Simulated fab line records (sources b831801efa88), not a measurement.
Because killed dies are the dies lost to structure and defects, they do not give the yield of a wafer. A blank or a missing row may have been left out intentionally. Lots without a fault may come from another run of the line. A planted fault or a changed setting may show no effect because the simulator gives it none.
One fault through the eyes of 2 desks || flow sky130 || only its own numbers are on each desk; what lay behind them is given at the end

== AT THE METROLOGY DESK ==
Lot by lot, what the gauges showed, no matter which tool ran the lot: averages of those sampled wafers that carry a number. If a lot's mean is further than 4 standard deviations from the usual mean, the lot is out of limits and carries the mark OUT (the distance appears in the brackets).
Columns: A = POLY_GATE_OXIDATION_THK at SKY_POLY_GATE_THK_MEAS_21, usual 4.00 nm; B = LDD_P_TW at SKY_LDD_P_TW_MEAS_11, usual 640
{"lot": "L480", "first seen here": "day 17 04:39", "A": 4.01, "B": 642}
{"lot": "L482", "first seen here": "day 17 18:53", "A": 4.07, "B": 639}
{"lot": "L483", "first seen here": "day 18 03:14", "A": 4.10, "B": 646}
{"lot": "L485", "first seen here": "day 19 11:11", "A": 3.92, "B": 639}
{"lot": "L490", "first seen here": "day 20 19:38", "A": 3.92, "B": 645}
{"lot": "L491", "first seen here": "day 21 08:14", "A": 3.97, "B": 643}
{"lot": "L492", "first seen here": "day 21 15:10", "A": 3.90, "B": 638}
{"lot": "L493", "first seen here": "day 21 17:46", "A": 3.91, "B": 639}
{"lot": "L494", "first seen here": "day 22 02:56", "A": 3.92, "B": 644}
{"lot": "L495", "first seen here": "day 22 14:37", "A": 4.04, "B": 635}
{"lot": "L496", "first seen here": "day 22 21:41", "A": 4.04, "B": 636}
{"lot": "L498", "first seen here": "day 23 13:03", "A": 4.05, "B": 638}
{"lot": "L499", "first seen here": "day 23 22:05", "A": 4.00, "B": 638}
{"lot": "L500", "first seen here": "day 24 07:35", "A": 3.88, "B": 636}
Finding of this desk: none of the 14 lots has anything out of limits.

== THE TOOL OWNER'S DESK: lithoTrack-01 ==
The tool's own readings at SKY_LDD_HVN_DEVELOP_06 (develop time 60 s): means of the sampled wafers that have a number, for each lot that ran on this tool. If a lot's mean is further than 4 standard deviations from the usual mean, the lot is out of limits and carries the mark OUT (the distance appears in the brackets).
Columns: A = chillPlateTempC at SKY_LDD_HVN_DEVELOP_06, usual 22.99 C; B = developerTempC at SKY_LDD_HVN_DEVELOP_06, usual 22.99 C
{"lot": "L480", "first seen here": "day 21 00:06", "A": 23.07, "B": 22.91}
{"lot": "L485", "first seen here": "day 23 10:26", "A": 22.89, "B": 22.84}
{"lot": "L493", "first seen here": "day 25 14:26", "A": 22.97, "B": 23.07}
{"lot": "L496", "first seen here": "day 26 19:00", "A": 22.96, "B": 23.03}
{"lot": "L499", "first seen here": "day 27 17:05", "A": 23.13, "B": 23.09}
Finding of this desk: none of the 5 lots has anything out of limits.

== PUT TOGETHER ==
At the metrology desk, nothing out of limits was observed.
The desk of the tool owner found nothing out of limits.

== WHAT THE SIMULATOR PUT IN ==
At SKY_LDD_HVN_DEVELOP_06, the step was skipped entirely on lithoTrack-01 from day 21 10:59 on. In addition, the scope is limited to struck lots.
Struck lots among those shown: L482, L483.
